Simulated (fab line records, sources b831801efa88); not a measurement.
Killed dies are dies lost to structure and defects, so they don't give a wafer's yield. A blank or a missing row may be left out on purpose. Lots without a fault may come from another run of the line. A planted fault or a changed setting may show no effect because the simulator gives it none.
A struck lot beside a sound one | flow gf180mcu | 16 steps out of a route of 602
Sound: wafers L287.1, L287.2, L287.3. Struck: wafer L293.3. (L293.2, L293.4 of the same lot were not struck and are left out.) The cause comes at the end.
At each step with rows: each side's tool, then ch and its chambers, then its first start. Under that, the readings that differ: sound wafers | struck wafers | difference of the means | sigmas: that difference in standard deviations of wafers without a fault.
alike: readings whose means differ by less than 2 such deviations, and words and numbers that are the same on both sides. not compared: withheld readings, readings that some wafer has no value for, bounds like >300 that may hide the same value, and numbers for which the record gives no deviation and whose values overlap.
The two part at a step that has a row with sigmas, a row that says differs or no value, or rows on one side only. Numbers that don't overlap but have no deviation are shown without sigmas and don't part them. A reading that every wafer of one side lacks parts them only if that side has two wafers or more.

GF_M4_SPUTTER_04: material TiN, target thk 50 nm, time 41.7 s.
  sound on pvd_sputter-01, day 22 04:58; struck on pvd_sputter-04, day 24 13:44
  alike: chamber_pressure_pa, throttle_valve_pct
GF_M4_RS_MEAS_05: measures by four-point-probe.
  sound on film_metro-03, day 22 05:00; struck on film_metro-04, day 24 13:47
  reading             | sound                | struck | difference | sigmas
  M4_ALCU_RS (ohm/sq) | 0.0688 0.0692 0.0697 | 0.0708 | +0.0016    | +2
GF_M4_THK_MEAS_06: measures by xrf.
  sound on film_metro-03, day 22 05:07; struck on film_metro-04, day 24 13:54
  reading          | sound       | struck | difference | sigmas
  M4_ALCU_THK (nm) | 452 447 446 | 434    | -14        | -3
then, 7 steps without rows for these wafers: GF_M4_DEHYDRATE_07 (time 60 s); GF_M4_HMDS_08 (prime time 60 s); GF_M4_COAT_09 (resist thk 1000 nm); GF_M4_SOFTBAKE_10 (time 60 s); GF_M4_EXPOSE_11 (exposes mask Metal4, target cd 280 nm); GF_M4_PEB_12 (peb time 90 s); GF_M4_DEVELOP_13 (develop time 60 s).
GF_M4_CD_MEAS_14: target cd 280 nm.
  sound on cd_sem-02, day 23 04:14; struck on cd_sem-01, day 25 12:34
  alike: cd_nm
GF_M4_OVL_MEAS_15:
  sound on overlay-02, day 23 04:21; struck on overlay-02, day 25 12:40
  alike: M4_OVL
GF_M4_METAL_ETCH_16: etches the open film in Cl2/BCl3, stops on SiO2, target depth 627.5 nm, time 104.6 s.
  sound on rie_metal-01 ch 0,1, day 23 04:23; struck on rie_metal-01 ch 1, day 25 12:42
  reading                             | sound                | struck | difference | sigmas
  oes_product_au (a.u.)               | 0.978 0.967 0.975    | 0.906  | -0.067     | -12
  run_length_s (s)                    | 133.0 132.5 132.6    | 142.0  | +9.3       | +23
  throttle_valve_pct (%)              | 28.237 28.242 28.250 | 28.298 | +0.055     | +5
  model.KrF_of_M4_COAT_09.thk_nm (nm) | 732.5 729.9 728.7    | 716.4  | -14.0      |
  alike: drypump_motor_current_A
  not compared: rf_hours_counter_h
GF_M4_STRIP_17: strips in O2/N2.
  sound on plasma_asher-04 ch 0,1, day 23 04:30; struck on plasma_asher-04 ch 0, day 25 12:49
  reading                      | sound          | struck | difference | sigmas
  strip_time_to_endpoint_s (s) | 7.86 7.82 7.82 | 7.70   | -0.13      | -4
  alike: drypump_motor_current_A, heater_power_w, n2_flow_sccm, oes_product_au
  not compared: rf_hours_counter_h
then, 2 steps without rows for these wafers: GF_M4_STRIP_18 (strips in post etch residue remover, time 1200 s); GF_PASSIVATION_PROBE_99.

WHERE THEY PART
First at GF_M4_RS_MEAS_05; last, within this record, at GF_M4_STRIP_17.

WHY: what the simulator had put in
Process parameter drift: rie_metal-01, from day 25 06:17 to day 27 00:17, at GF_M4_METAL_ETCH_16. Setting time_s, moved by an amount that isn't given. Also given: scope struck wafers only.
